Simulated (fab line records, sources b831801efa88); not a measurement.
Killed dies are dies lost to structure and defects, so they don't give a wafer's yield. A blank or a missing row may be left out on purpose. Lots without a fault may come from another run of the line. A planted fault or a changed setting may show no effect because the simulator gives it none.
Chamber matching | flow sky130 | SKY_VIA1_CMP_02 on cmp-02: 4 sister chambers
The step polishes SiO2. 4 wafers are shown with their chamber, then 11 later ones without.

WAFERS WITH THEIR CHAMBER
wafer  | chamber | motor_current_A (A)
L779.6 | 1       | 12.5
L785.1 | 2       | 12.3
L785.2 | 0       | 11.9
L787.1 | 3       | 13.4

WAFERS WITHOUT THEIR CHAMBER
wafer  | motor_current_A (A)
L787.3 | 12.2
L787.4 | 11.1
L793.1 | 12.0
L793.2 | 11.7
L793.4 | 13.5
L795.3 | 11.5
L795.4 | 11.7
L795.5 | 12.4
L797.2 | 11.4
L797.3 | 13.5
L797.4 | 12.5

WHICH CHAMBER EACH WENT THROUGH
wafer  | from the rows above          | in truth
L787.3 | can't be placed: 2 or 0 or 1 | 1
L787.4 | can't be placed: 0 or 2 or 1 | 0
L793.1 | can't be placed: 0 or 2 or 1 | 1
L793.2 | can't be placed: 0 or 2 or 1 | 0
L793.4 | 3                            | 3
L795.3 | can't be placed: 0 or 2 or 1 | 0
L795.4 | can't be placed: 0 or 2 or 1 | 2
L795.5 | can't be placed: 1 or 2 or 0 | 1
L797.2 | can't be placed: 0 or 2 or 1 | 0
L797.3 | 3                            | 3
L797.4 | can't be placed: 1 or 2 or 0 | 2
Placed correctly: 2 of 11. Can't be placed from these rows: 9 (the true chamber is among the candidates in 9). Placed wrongly: 0.
How it was worked out, from the rows above alone: a wafer's distance from a chamber is the root of the sum, over the readings, of the square of ((its reading less the chamber's mean) divided by the reading's scatter). The wafer belongs to the nearest chamber; if the next one is less than 2 further off, it can't be placed. A chamber's mean is the mean of its shown wafers. The scatter: with one shown wafer a chamber, the root of the mean of the squares of how far each hidden wafer lies from its nearest shown one.
